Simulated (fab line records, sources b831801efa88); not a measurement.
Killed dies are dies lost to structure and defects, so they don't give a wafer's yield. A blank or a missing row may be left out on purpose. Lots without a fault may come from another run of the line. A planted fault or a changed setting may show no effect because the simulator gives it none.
One fault seen from 2 desks | flow gf180mcu | each desk has only its own numbers; what lay behind them comes last

THE TOOL OWNER'S DESK: krf_scanner-01
The tool's own readings at GF_V3_EXPOSE_11 (exposes mask Via3, target cd 260 nm): means of the sampled wafers that have a number, for each lot that ran on this tool. A lot is out of limits, marked OUT, if its mean lies more than 4 standard deviations from the usual mean; the brackets give that distance.
Columns: A = exposure_dose_mJ_cm2 at GF_V3_EXPOSE_11, usual 38.84; B = focus_offset_nm at GF_V3_EXPOSE_11, usual 0.0 nm
lot  | first seen here | A     | B
L895 | day 22 08:14    | 38.86 | -0.0
L896 | day 22 16:38    | 38.90 | -0.3
L897 | day 23 03:29    | 38.85 | 0.3
L907 | day 26 10:20    | 38.86 | -0.6
L915 | day 28 15:12    | 38.90 | -0.0
This desk's finding: nothing out of limits on any of the 5 lots.

THE METROLOGY DESK
What the gauges read, lot by lot, whatever tool the lot ran on: means of the sampled wafers that have a number. A lot is out of limits, marked OUT, if its mean lies more than 4 standard deviations from the usual mean; the brackets give that distance.
Columns: A = NSD_OVL at GF_NSD_OVL_MEAS_08, usual -0.9 nm
lot  | first seen here | A
L895 | day 13 18:11    | -0.7
L896 | day 14 01:44    | -1.9
L897 | day 14 10:29    | -0.6
L899 | day 15 17:05    | -1.7
L902 | day 16 00:02    | -1.9
L903 | day 16 09:44    | -1.3
L907 | day 17 19:12    | -0.1
L910 | day 18 23:01    | -1.2
L912 | day 19 13:10    | -0.5
L913 | day 20 03:31    | -0.6
L914 | day 20 08:34    | -1.3
L915 | day 20 09:47    | -1.1
L916 | day 20 20:20    | 0.6
L917 | day 21 11:55    | -1.8
This desk's finding: nothing out of limits on any of the 14 lots.

PUT TOGETHER
The tool owner's desk saw nothing out of limits.
The metrology desk saw nothing out of limits.

WHAT THE SIMULATOR HAD PUT IN
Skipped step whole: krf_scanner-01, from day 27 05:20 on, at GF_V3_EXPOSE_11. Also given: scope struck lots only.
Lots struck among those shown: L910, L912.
